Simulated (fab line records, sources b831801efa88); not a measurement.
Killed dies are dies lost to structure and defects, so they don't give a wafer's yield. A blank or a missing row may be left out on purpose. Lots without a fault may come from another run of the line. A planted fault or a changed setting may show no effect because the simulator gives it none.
A struck lot beside a sound one | flow sky130 | 17 steps out of a route of 708
Sound: wafers L700.2, L700.4, L700.5. Struck: wafer L696.6. (L696.3, L696.5 of the same lot were not struck and are left out.) The cause comes at the end.
At each step with rows: each side's tool, then ch and its chambers, then its first start. Under that, the readings that differ: sound wafers | struck wafers | difference of the means | sigmas: that difference in standard deviations of wafers without a fault.
alike: readings whose means differ by less than 2 such deviations, and words and numbers that are the same on both sides. not compared: withheld readings, readings that some wafer has no value for, bounds like >300 that may hide the same value, and numbers for which the record gives no deviation and whose values overlap.
The two part at a step that has a row with sigmas, a row that says differs or no value, or rows on one side only. Numbers that don't overlap but have no deviation are shown without sigmas and don't part them. A reading that every wafer of one side lacks parts them only if that side has two wafers or more.

first, 2 steps without rows for these wafers: SKY_LOCAL_INTERCONNECT_PEB_09; SKY_LOCAL_INTERCONNECT_DEVELOP_10 (develop time 60 s).
SKY_LOCAL_INTERCONNECT_CD_MEAS_11: target cd 170 nm.
  sound on cd_sem-02, day 36 14:25; struck on cd_sem-01, day 35 06:02
  alike: cd_nm
SKY_LOCAL_INTERCONNECT_OVL_MEAS_12:
  sound on overlay-02, day 36 14:31; struck on overlay-02, day 35 06:08
  reading                     | sound    | struck | difference | sigmas
  LOCAL_INTERCONNECT_OVL (nm) | -4 -3 -4 | 6      | +10        | +2
SKY_LOCAL_INTERCONNECT_ETCH_13: etches BARC in N2/H2, stops on SiO2, time 45.9 s, target depth 60 nm.
  sound on rie_metal-01 ch 0,1, day 36 14:33; struck on rie_metal-04 ch 0, day 35 06:10
  reading                     | sound                | struck | difference | sigmas
  drypump_motor_current_A (A) | 5.5 5.4 5.4          | 6.7    | +1.3       | +2
  throttle_valve_pct (%)      | 13.221 13.227 13.222 | 13.203 | -0.020     | -2
  alike: n2_flow_sccm, oes_product_au, rf_fwd_power_W
  not compared: rf_hours_counter_h
SKY_LOCAL_INTERCONNECT_METAL_ETCH_14: etches TiN in Cl2/BCl3, stops on PSG, target depth 110 nm, time 31.4 s.
  sound on rie_metal-01 ch 0,1, day 36 14:37; struck on rie_metal-04 ch 0, day 35 06:14
  reading                     | sound       | struck | difference | sigmas
  drypump_motor_current_A (A) | 5.4 5.4 5.4 | 6.7    | +1.3       | +2
  alike: bcl3_flow_sccm, oes_product_au, rf_fwd_power_W, throttle_valve_pct
  not compared: rf_hours_counter_h
SKY_LOCAL_INTERCONNECT_STRIP_15: strips in O2/N2.
  sound on plasma_asher-01 ch 0,1, day 36 14:40; struck on plasma_asher-04 ch 0, day 35 06:18
  reading               | sound             | struck | difference | sigmas
  oes_product_au (a.u.) | 0.428 0.427 0.427 | 0.415  | -0.012     | -3
  alike: drypump_motor_current_A, n2_flow_sccm, strip_time_to_endpoint_s
  not compared: rf_hours_counter_h
then, 3 steps without rows for these wafers: SKY_LOCAL_INTERCONNECT_STRIP_16 (strips in post etch residue remover, time 1200 s); SKY_LOCAL_INTERCONNECT_CLEAN_17 (cleans in IPA, time 180 s); SKY_LOCAL_INTERCONNECT_CLEAN_18 (cleans in O3/DIW).
SKY_CONTACT_CVD_00: deposits Si3N4, target thk 75 nm.
  sound on pecvd-04 ch 0,1,2, day 36 15:16; struck on pecvd-02 ch 0, day 35 06:52
  alike: heater_power_w, rf_fwd_power_W
SKY_CONTACT_THK_MEAS_01:
  sound on film_metro-04, day 36 15:18; struck on film_metro-02, day 35 06:55
  alike: CONTACT_CVD_00_THK
SKY_CONTACT_HDPCVD_02: deposits SiO2, target thk 565 nm, time 94.2 s.
  sound on hdpcvd-01 ch 0,2, day 36 15:21; struck on hdpcvd-02 ch 1, day 35 06:57
  reading                                     | sound           | struck | difference | sigmas
  model.SiO2_of_CONTACT_HDPCVD_02.thk_nm (nm) | 577.5 567 574.5 | 755.7  | +182.7     |
SKY_CONTACT_THK_MEAS_03:
  sound on film_metro-02, day 36 15:26; struck on film_metro-04, day 35 07:02
  reading                 | sound       | struck | difference | sigmas
  CONTACT_HDPCVD_THK (nm) | 577 567 575 | 756    | +183       | +21
SKY_CONTACT_CMP_04: polishes SiO2.
  sound on cmp-01 ch 0,1,2, day 36 15:29; struck on cmp-01 ch 2, day 35 07:05
  reading                | sound    | struck | difference | sigmas
  time_to_endpoint_s (s) | 88 88 88 | 151    | +63        | +12
  alike: motor_current_A
SKY_CONTACT_BOW_MEAS_05:
  sound on film_metro-01, day 36 15:48; struck on film_metro-04, day 35 07:25
  alike: CONTACT_BOW
-- the record jumps here: 14 days lie between the struck wafers' starts before and after (it left off in module CONTACT and takes up again in module PAD_OPEN, whose first step shown is number 708 of the route) --
SKY_PAD_OPEN_PROBE_99:
  sound on prober-02, day 50 04:31; struck on prober-02, day 49 06:13
  reading             | sound    | struck | difference | sigmas
  killed_at_front_end | 16 12 15 | 25     | +11        | +3
  alike: killed_at_M0_to_M3, killed_at_M4_up, killed_at_contacts, killed_at_other, killed_dies, killed_open, killed_short

WHERE THEY PART
First at SKY_LOCAL_INTERCONNECT_OVL_MEAS_12; last, within this record, at SKY_PAD_OPEN_PROBE_99.

WHY: what the simulator had put in
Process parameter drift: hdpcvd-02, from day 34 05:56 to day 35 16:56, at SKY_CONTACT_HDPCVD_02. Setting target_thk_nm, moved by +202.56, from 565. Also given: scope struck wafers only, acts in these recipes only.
